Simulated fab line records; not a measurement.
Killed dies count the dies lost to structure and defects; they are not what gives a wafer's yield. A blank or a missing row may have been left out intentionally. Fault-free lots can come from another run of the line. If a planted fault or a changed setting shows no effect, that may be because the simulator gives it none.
Split-lot experiment -- flow gf180mcu -- 23 wafers read from 5 lots, route of 602 steps

ABOUT THE SPLIT
At GF_VT_IMPLANT_COAT_35 (resist thk 1000 nm), the setting resist thk nm was moved away from the recipe's 1000 nm on 9 of the 23 wafers read, by -5.3% to +4.8%. The other wafers ran this setting at the recipe's value.

The reading is taken at the split's own step.

THE READING
NOVOLAK_of_VT_IMPLANT_COAT_35.thk nm (the simulator's own value, which no gauge read), in nm, at GF_VT_IMPLANT_COAT_35 (resist thk 1000 nm). No usual value for it is given in the file. The 14 wafers here that ran the recipe average 1003.2 nm, standard deviation 3.8 nm.

wafer,"tool, chamber at the split","resist thk nm as run, nm",against the recipe,"NOVOLAK_of_VT_IMPLANT_COAT_35.thk nm, nm",against lot-mates on the recipe
L074.1,"litho track-01, 0",1000,recipe,999.1,-
L074.2,"litho track-01, 0",1048,+4.8%,1046,+44.6
L074.3,"litho track-01, 0",1000,recipe,1002,-
L074.4,"litho track-01, 0",1048,+4.8%,1047,+45.6
L074.6,"litho track-01, 0",1000,recipe,1003,-
L075.1,"litho track-01, 0",1000,recipe,999.9,-
L075.2,"litho track-01, 0",1000,recipe,1000,-
L075.3,"litho track-01, 0",1000,recipe,1001,-
L075.5,"litho track-01, 0",946.9,-5.3%,949.3,-51.0
L075.6,"litho track-01, 0",946.9,-5.3%,949,-51.3
L077.1,"litho track-01, 0",1000,recipe,1002,-
L077.2,"litho track-01, 0",984.2,-1.6%,986.3,-15.7
L077.4,"litho track-01, 0",984.2,-1.6%,985.7,-16.3
L077.5,"litho track-01, 0",1000,recipe,1001,-
L077.6,"litho track-01, 0",1000,recipe,1003,-
L080.1,"litho track-02, 0",1000,recipe,1011,-
L080.5,"litho track-02, 0",1000,recipe,1011,-
L080.3,"litho track-02, 0",1000,recipe,1008,-
L081.1,"litho track-02, 0",977.8,-2.2%,979.1,-22.9
L081.2,"litho track-02, 0",977.8,-2.2%,982.2,-19.8
L081.3,"litho track-02, 0",1000,recipe,1002,-
L081.4,"litho track-02, 0",1000,recipe,1002,-
L081.6,"litho track-02, 0",977.8,-2.2%,981.5,-20.5

THE FIT
A straight line over all 23 wafers: NOVOLAK_of_VT_IMPLANT_COAT_35.thk nm changes by +9.69 nm for each +1% of resist thk nm; r = +0.99; the points scatter about the line by 3.3 nm.
The same after taking each lot's own level away (the mean of its wafers on the recipe; 23 wafers): +9.53 nm for each +1%; r = +1.00; scatter 1.1 nm.
According to that fit, moving resist thk nm by its largest amount changes the reading by 51 nm.
Measured against the standard deviation above, the lots' own levels, which go from 1000.30 to 1010.00 nm, span 2.6 times it.
Hence the lot-to-lot level has little effect on the slope; both slopes agree.
Check: for one of the wafers moved furthest among these (-5.3%), held out of the fit, the line's prediction against its lot-mates is -50.7 nm. It came out at -51 nm against them.

FURTHER SPLITS ON THESE WAFERS
These wafers also went through other splits before the reading. Each is held against what the fit with the lots' levels taken away leaves over:
other split on the same wafers,wafers away from the commonest value,r with NOVOLAK_of_VT_IMPLANT_COAT_35.thk nm (lot level and that fit taken away)
GF_LVPWELL_STRIP_10 pressure mtorr,18,+0.11
GF_MVSD_STRIP_10 o2 flow sccm,9,-0.05
GF_MVPSD_IMPLANT_09 dose cm2,9,-0.25
GF_VT_IMPLANT_COAT_02 spin rpm,11,-0.27
GF_VT_IMPLANT_COAT_24 resist thk nm,10,-0.14
GF_VT_IMPLANT_IMPLANT_30 tilt deg,6,-0.14

THE WHOLE CHAIN: every reading that the file lists as answering this split, in the file's order
step,what it does,reading,change (the file's fit),r (the file's)
GF_VT_IMPLANT_COAT_35,resist thk 1000 nm,"NOVOLAK_of_VT_IMPLANT_COAT_35.thk nm (the simulator's own value, which no gauge read)",+9.55 nm for each +1% of the setting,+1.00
GF_VT_IMPLANT_STRIP_42,strips in O2/N2,strip time to endpoint s,withheld for each +1% of the setting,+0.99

FILE'S OWN FIT
NOVOLAK_of_VT_IMPLANT_COAT_35.thk nm changes by +9.55 nm for each +1% of resist thk nm, r = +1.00.
